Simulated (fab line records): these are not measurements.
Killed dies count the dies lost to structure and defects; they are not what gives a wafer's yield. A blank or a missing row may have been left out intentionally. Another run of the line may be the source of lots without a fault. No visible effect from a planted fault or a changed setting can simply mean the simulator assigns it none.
A struck lot beside a sound one ; flow sfq line ; 13 steps out of a route of 325
Sound: these wafers, L809.3, L809.4, L809.6. Struck: wafer L826.2 (L826.1, L826.6, from the same lot, were not struck and are left out); the cause is given at the end.
Per side, at each step with rows, come the tool, then ch with its chambers, and then its first start. Under that, the readings that differ: sound wafers ; struck wafers ; difference of the means ; sigmas: that difference in standard deviations of wafers without a fault.
alike: readings with means less than 2 such deviations apart, plus words and numbers identical on both sides. not compared: withheld readings, readings lacking a value on some wafer, bounds such as >300 that could conceal the same value, and numbers that have no deviation in the record and whose values overlap.
The two part at a step that has a row with sigmas, a row that says differs or no value, or rows on one side only. Numbers that don't overlap but have no deviation are shown without sigmas and don't part them. A reading that every wafer of one side lacks parts them only if that side has two wafers or more.

SFQ_TRILAYER_JJ_TRILAYER_DEP_SPUTTER_112: material Nb, target thk 170 nm, time 113.3 s.
  struck on pvd sputter-06, day 67 01:03; sound on pvd sputter-03, day 57 05:37
  alike: substrate temp c, throttle valve pct
SFQ_JJ_RS_MEAS_929: the measuring method here is four-point-probe.
  struck on film metro-03, day 67 01:08; sound on film metro-03, day 57 05:44
  alike: JJ_NB_RS
then, 6 steps without rows for these wafers: SFQ_TRILAYER_JJ_CE_LITHO_COAT_119 (resist thk 62 nm); SFQ_TRILAYER_JJ_CE_LITHO_COAT_114 (resist thk 600 nm); SFQ_TRILAYER_JJ_CE_LITHO_SOFTBAKE_118; SFQ_TRILAYER_JJ_CE_LITHO_EXPOSE_115 (exposes mask J5, target cd 700 nm); SFQ_TRILAYER_JJ_CE_LITHO_PEB_117 (peb time 60 s); SFQ_TRILAYER_JJ_CE_LITHO_DEVELOP_116 (time 60 s).
-- the record jumps here: 3 days lie between the struck wafers' starts before and after --
SFQ_JJ_OVL_MEAS_931:
  struck on overlay-01, day 69 20:09; sound on overlay-01, day 62 09:24
reading;sound;struck;difference;sigmas
J5_OVL (nm);-2 0 2;-15;-15;-4
SFQ_TRILAYER_JJ_CE_METRO_MEASURE_117:
  struck on cd sem-01, day 69 20:11; sound on cd sem-02, day 62 09:50
  alike: cd nm
SFQ_TRILAYER_JJ_CE_BARC_OPEN_RIE_150: chemistry O2, target BARC, target depth 240 nm, time 80 s.
  sound on rie metal-04 ch 0,1, day 62 10:40; struck on rie metal-03 ch 0, day 69 21:23
reading;sound;struck;difference;sigmas
rf hours counter h (h);- - -;92;no value on the sound wafers;
  alike: drypump motor current A, oes product au
SFQ_TRILAYER_JJ_CE_ETCH_RIE_118: chemistry SF6, target Nb, stops on Al2O3, time 97.7 s, target depth 170 nm.
  sound on rie metal-04 ch 0,1, day 62 10:46; struck on rie metal-03 ch 0, day 69 21:29
reading;sound;struck;difference;sigmas
rf hours counter h (h);- - -;92;no value on the sound wafers;
model.KrF_of_TRILAYER_JJ_CE_LITHO_COAT_114.thk nm (nm);478.8 476.6 477.6;434.5;-43.2;
  alike: drypump motor current A, oes product au
following that, these wafers have no rows for 1 step: SFQ_TRILAYER_JJ_ANODIZE_ANODIZE_119.

## WHERE THEY PART
Earliest at SFQ_JJ_OVL_MEAS_931; latest, in this record, at SFQ_TRILAYER_JJ_CE_ETCH_RIE_118.

WHY: whatever the simulator had introduced
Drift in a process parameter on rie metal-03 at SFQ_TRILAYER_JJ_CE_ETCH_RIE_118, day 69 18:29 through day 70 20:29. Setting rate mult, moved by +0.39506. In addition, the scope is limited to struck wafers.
